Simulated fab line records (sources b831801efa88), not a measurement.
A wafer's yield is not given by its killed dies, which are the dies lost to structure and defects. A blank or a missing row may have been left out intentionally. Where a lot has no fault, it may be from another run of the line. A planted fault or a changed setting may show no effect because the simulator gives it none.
A lot that was struck, set against a sound lot    flow sky130    17 out of 708 route steps
Sound: the wafers L823.1, L823.2, L823.6. Wafers L812.1, L812.3, L812.4 were the ones struck. At the end, the cause is stated.
At each step with rows: each side's tool, then ch and its chambers, then its first start. Under that, the readings that differ: sound wafers    struck wafers    difference of the means    sigmas: that difference in standard deviations of wafers without a fault.
alike: a reading whose means differ by less than 2 such deviations, as well as words and numbers matching on both sides. not compared: withheld readings; readings where some wafer has no value; bounds like >300 that might hide an equal value; numbers whose values overlap and for which the record gives no deviation.
Wherever a step has rows on one side only, a row that says differs or no value, or a row with sigmas, the two part there. When numbers do not overlap yet have no deviation, they are printed without sigmas and do not part them. Lack of a reading on every wafer of one side parts them only where that side has two or more wafers.

first, 3 steps without rows for these wafers: SKY_LDD_P_EXPOSE_04 (exposes mask PSDM, target cd 380 nm); SKY_LDD_P_PEB_05; SKY_LDD_P_DEVELOP_06 (develop time 60 s).
SKY_LDD_P_CD_MEAS_07: the cd target is 380 nm.
  sound on cdSem-01 at day 26 19:59; struck on cdSem-01 at day 23 19:02
  alike: cdNm
SKY_LDD_P_OVL_MEAS_08:
  sound on overlay-02 at day 26 20:06; struck on overlay-02 at day 23 19:09
  alike: LDD_P_OVL
then, 1 step without rows for these wafers: SKY_LDD_P_IMPLANT_09.
SKY_LDD_P_STRIP_10: strips in O2/N2.
  sound on plasmaAsher-04 ch 0,1, day 26 20:17; struck on plasmaAsher-04 ch 0,1, day 23 19:20
  alike: drypumpMotorCurrentA, o2FlowSccm, oesProductAu, stripTimeToEndpointS
  not compared: rfHoursCounterH
SKY_LDD_P_TW_MEAS_11:
  sound on filmMetro-03 at day 26 20:23; struck on filmMetro-02 at day 23 19:26
  alike: LDD_P_TW
then, 4 steps without rows for these wafers: SKY_LDD_HVN_DEHYDRATE_00 (time 60 s); SKY_LDD_HVN_HMDS_01 (prime time 60 s); SKY_LDD_HVN_COAT_02 (resist thk 300 nm); SKY_LDD_HVN_SOFTBAKE_03 (time 60 s).
SKY_LDD_HVN_EXPOSE_04: exposes mask HVNTM, target cd 700 nm.
  sound on ilineStepper-01 ch 0, day 27 10:40; struck on ilineStepper-02 ch 0, day 24 10:14
reading                        sound                 struck             difference  sigmas
model.LDD_HVN.overlayXNm (nm)  0.8384 0.8384 0.8384  64.44 64.44 64.44  +63.60      
  alike: mask
then, 2 steps without rows for these wafers: SKY_LDD_HVN_PEB_05; SKY_LDD_HVN_DEVELOP_06 (develop time 60 s).
SKY_LDD_HVN_OVL_MEAS_07:
  sound on overlay-02 at day 28 00:26; struck on overlay-01 at day 25 01:13
reading           sound        struck          difference  sigmas
LDD_HVN_OVL (nm)  1.0 0.7 0.3  63.4 63.2 63.4  +62.7       +48
  not compared: hold
then, 1 step without rows for these wafers: SKY_PAD_OPEN_PROBE_99.

## WHERE THEY PART
SKY_LDD_HVN_OVL_MEAS_07 only, going by this record.

WHY: whatever the simulator had introduced
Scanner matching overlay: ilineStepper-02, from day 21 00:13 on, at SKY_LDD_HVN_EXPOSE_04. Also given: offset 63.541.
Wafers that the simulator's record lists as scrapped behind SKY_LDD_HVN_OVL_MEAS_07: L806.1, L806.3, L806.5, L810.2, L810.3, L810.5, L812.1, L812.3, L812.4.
